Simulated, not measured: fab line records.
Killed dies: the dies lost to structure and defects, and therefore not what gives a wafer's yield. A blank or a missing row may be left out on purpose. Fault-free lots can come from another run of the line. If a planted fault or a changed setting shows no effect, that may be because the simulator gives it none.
Which tool did it? + flow sky130 + Sampling: 13 lots, 39 wafers, 4 of 708 route steps

## WHAT EACH GAUGE READ, for each wafer
SKY_PWDE_TW_MEAS_10. Usual: PWDE_TW typically reads 375, with standard deviation 4.7.
| lot  | measured    | on            | PWDE_TW     | flag |
|------|-------------|---------------|-------------|------|
| L968 | day 3 21:01 | film-metro-03 | 376 376 377 |      |
| L970 | day 4 09:02 | film-metro-02 | 375 377 377 |      |
| L971 | day 4 11:08 | film-metro-03 | 375 373 375 |      |
| L974 | day 5 05:38 | film-metro-02 | 381 380 382 |      |
| L975 | day 5 11:47 | film-metro-04 | 368 368 366 |      |
| L976 | day 5 19:56 | film-metro-03 | 380 377 379 |      |
| L977 | day 6 07:20 | film-metro-02 | 379 377 377 |      |
| L979 | day 6 10:51 | film-metro-02 | 379 378 377 |      |
| L980 | day 6 23:47 | film-metro-03 | 376 377 376 |      |
| L981 | day 7 13:25 | film-metro-02 | 381 381 380 |      |
| L982 | day 7 22:45 | film-metro-03 | 378 378 375 |      |
| L984 | day 8 00:50 | film-metro-03 | 379 379 380 |      |
| L983 | day 8 01:26 | film-metro-04 | 366 367 368 |      |

SKY_NWELL_RS_MEAS_29: the measuring method here is four-point-probe. Usual: NWELL_RS typically reads 619.3 ohm/sq, with standard deviation 1.3.
| lot  | measured    | on            | NWELL_RS (ohm/sq) | flag |
|------|-------------|---------------|-------------------|------|
| L968 | day 5 08:11 | film-metro-02 | 621.6 618.0 622.1 |      |
| L970 | day 5 19:46 | film-metro-04 | 618.7 619.8 620.5 |      |
| L971 | day 5 22:52 | film-metro-04 | 620.1 620.7 618.8 |      |
| L974 | day 6 18:12 | film-metro-03 | 622.4 620.2 621.3 |      |
| L975 | day 7 01:01 | film-metro-02 | 621.3 619.6 620.1 |      |
| L976 | day 7 09:26 | film-metro-04 | 619.2 620.1 619.0 |      |
| L977 | day 7 22:56 | film-metro-04 | 619.6 616.9 617.6 |      |
| L979 | day 8 02:59 | film-metro-02 | 618.7 622.0 619.6 |      |
| L980 | day 8 16:35 | film-metro-03 | 618.6 621.9 620.8 |      |
| L981 | day 9 07:11 | film-metro-03 | - - -             | OFF  |
| L982 | day 9 16:55 | film-metro-02 | - - -             | OFF  |
| L984 | day 9 18:59 | film-metro-04 | - - -             | OFF  |
| L983 | day 9 20:11 | film-metro-03 | - - -             | OFF  |

SKY_SONOS_TUNNEL_CD_MEAS_07 targets a cd of 410 nm. Usual: cd-nm at 409.9 nm, with a standard deviation of 2.3.
| lot  | measured     | on        | cd-nm (nm)        | flag |
|------|--------------|-----------|-------------------|------|
| L968 | day 11 04:11 | cd-sem-02 | 412.6 411.6 412.4 |      |
| L970 | day 11 19:40 | cd-sem-01 | 402.5 403.5 404.5 |      |
| L971 | day 12 01:07 | cd-sem-01 | 407.1 407.9 408.2 |      |
| L974 | day 13 03:51 | cd-sem-02 | 410.3 408.3 407.1 |      |
| L975 | day 13 14:10 | cd-sem-02 | 410.2 410.0 410.9 |      |
| L976 | day 13 22:44 | cd-sem-01 | 413.6 412.3 414.0 |      |
| L977 | day 14 17:15 | cd-sem-01 | 414.1 413.8 413.7 |      |
| L979 | day 14 22:22 | cd-sem-02 | 409.7 409.5 409.2 |      |
| L980 | day 15 18:09 | cd-sem-02 | 409.3 410.4 411.0 |      |
| L981 | day 16 12:52 | cd-sem-02 | 408.8 408.6 409.6 |      |
| L982 | day 17 00:25 | cd-sem-01 | 409.5 410.3 410.1 |      |
| L984 | day 17 03:41 | cd-sem-01 | 406.6 408.4 407.5 |      |
| L983 | day 17 04:16 | cd-sem-01 | 409.8 409.0 407.4 |      |

## TOOL THAT RAN EACH LOT (tool first, then ch and the chambers of the sampled wafers, then the start)
| lot  | SKY_NWELL_IMPLANT_13           |
|------|--------------------------------|
| L968 | implanter-01 ch 0, day 4 14:59 |
| L970 | implanter-04 ch 0, day 5 02:23 |
| L971 | implanter-03 ch 0, day 5 04:41 |
| L974 | implanter-03 ch 0, day 5 23:44 |
| L975 | implanter-04 ch 0, day 6 05:47 |
| L976 | implanter-04 ch 0, day 6 13:07 |
| L977 | implanter-01 ch 0, day 7 02:47 |
| L979 | implanter-01 ch 0, day 7 06:52 |
| L980 | implanter-01 ch 0, day 7 19:39 |
| L981 | implanter-04 ch 0, day 8 09:13 |
| L982 | implanter-04 ch 0, day 8 19:23 |
| L984 | implanter-03 ch 0, day 8 21:22 |
| L983 | implanter-01 ch 0, day 8 22:56 |
- SKY_NWELL_IMPLANT_13

## WHAT THE TOOLS THEMSELVES READ (means of the sampled wafers that have a number; where no wafer has one, the mark that the record gives instead)
The record holds no such reading with a usual standard deviation.

## THE ANSWER, worked out from the rows above alone
Rule: lot off if the mean of its wafers having a number is beyond 3 standard deviations from the usual mean. A lot without any number at a reading at which 4 lots or more have one is off too. All remaining lots with rows at the step are treated as sound. First the gauges in route order, then the tools' own readings, where a lot's mean is used as printed above. The first step at which some lot is off is used, and at that step the reading that is off furthest; a lot without a number counts as furthest.
Off: L981, L982, L984, L983, at SKY_NWELL_RS_MEAS_29 (NWELL_RS). Without a number there: L981, L982, L984, L983.
If a tool, at a process step before that reading, ran all the lots that are off and no sound lot after the first of them, it fits. Those tools and the gauges at SKY_NWELL_RS_MEAS_29 are tried in the same way. Not one of the candidates tried fits.

## WHAT THE SIMULATOR PUT IN
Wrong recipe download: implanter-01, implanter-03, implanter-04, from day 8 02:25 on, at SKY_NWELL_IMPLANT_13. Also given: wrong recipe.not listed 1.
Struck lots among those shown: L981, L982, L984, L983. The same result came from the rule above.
